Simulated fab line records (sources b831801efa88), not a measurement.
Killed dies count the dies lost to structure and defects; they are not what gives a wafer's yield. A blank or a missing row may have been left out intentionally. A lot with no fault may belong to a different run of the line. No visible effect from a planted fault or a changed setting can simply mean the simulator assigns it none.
8D (eight disciplines) problem report, filled in by code	flow gf180mcu	the parts of the form that need people (team, actions taken, sign-off) are left out

1. PROBLEM STATEMENT
On 2 wafers of 1 lot, oesProductAu at GF_POLY_GATE_ETCH_13 has a mean of 0.805 a.u.; fault-free wafers read 0.992 a.u., standard deviation 0.007. Relative to the usual mean, that is a shift of -27 standard deviations.
The step: etches poly-Si in HBr/Cl2, stops on SiO2, target depth 198.5 nm, time 69.6 s.
Earliest sighting: wafer L707.3 on rieSi-02 at day 12 11:56. Wafers with a number at this step in the record: 39, from 13 lots. By rule, "out" or "out of limits" means more than 4 standard deviations away from the usual mean. The other wafers with a number count as sound.

2. WHAT IT IS, WHAT IT ISN'T
question	is	is not
which readings at this step	oesProductAu	drypumpMotorCurrentA, throttleValvePct
which lots	L707	L697, L698, L699, L700, L701, L702, L703, L704, L705, L706, L719, L720
which wafers of those lots	L707.3, L707.5	L707.2
read on which tools	rieSi-02	rieSi-01
when	from day 12 11:56	up to then (31 sound wafers); but 6 sound wafers of L719, L720 came after

3. THE SUSPECTS, EACH WITH WHAT RULES IT OUT
Counting: a tool at a process step up to the reading stays a suspect if it ran every lot that is out. Sound lots after the first of them don't rule it out here, since some wafers of a struck lot are sound.
- rieSi-02 at GF_POLY_GATE_ETCH_13 (etches poly-Si in HBr/Cl2, stops on SiO2, target depth 198.5 nm, time 69.6 s): kept. L707, the lot that is out, went through it at day 12 11:56; up to then, the latest sound lot through it was L706 at day 12 05:29. Out on those wafers are its own readings of oesProductAu.
- Within rieSi-02 at GF_POLY_GATE_ETCH_13: the wafers that are out ran in chamber 2; their sound lot-mates ran in chamber 0.
After counting, what remains is rieSi-02 at GF_POLY_GATE_ETCH_13.

4. THE CAUSE (what the simulator had put in)
rieSi-02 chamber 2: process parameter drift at GF_POLY_GATE_ETCH_13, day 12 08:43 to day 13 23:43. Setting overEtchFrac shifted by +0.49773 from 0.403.
After counting, this tool was the only one left.

5. THE EFFECT CHAIN, in route order
One row per reading whose mean, taken over the struck wafers that have a number, lies over 3 standard deviations from the usual. Readings are gone through only where the record gives a usual standard deviation; hours: the median, over the lots, of the time from a lot's start at the first step in this table giving one to that lot's start at this step; sigmas: the change measured in usual standard deviations.
hours	step	reading	usual	on struck wafers	change	sigmas
0	GF_POLY_GATE_ETCH_13	oesProductAu	0.992 a.u.	0.805	-0.187	-27
0	GF_POLY_GATE_STRIP_14	oesProductAu	0.505 a.u.	0.490	-0.015	-3.5
Here are the process steps it includes:
- GF_POLY_GATE_ETCH_13: etches poly-Si in HBr/Cl2, stops on SiO2, target depth 198.5 nm, time 69.6 s.
- GF_POLY_GATE_STRIP_14: strips in O2/N2.
At these later measuring or inspecting steps, every struck wafer for which the step has a row has a number for every such reading, and none has moved that far: GF_PSD_CD_MEAS_07, GF_SAB_THK_MEAS_01.

6. WHAT WOULD HAVE CAUGHT IT SOONER
In this record no reading fell out of limits until day 12 11:56, 3 hours after the fault had begun at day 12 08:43.
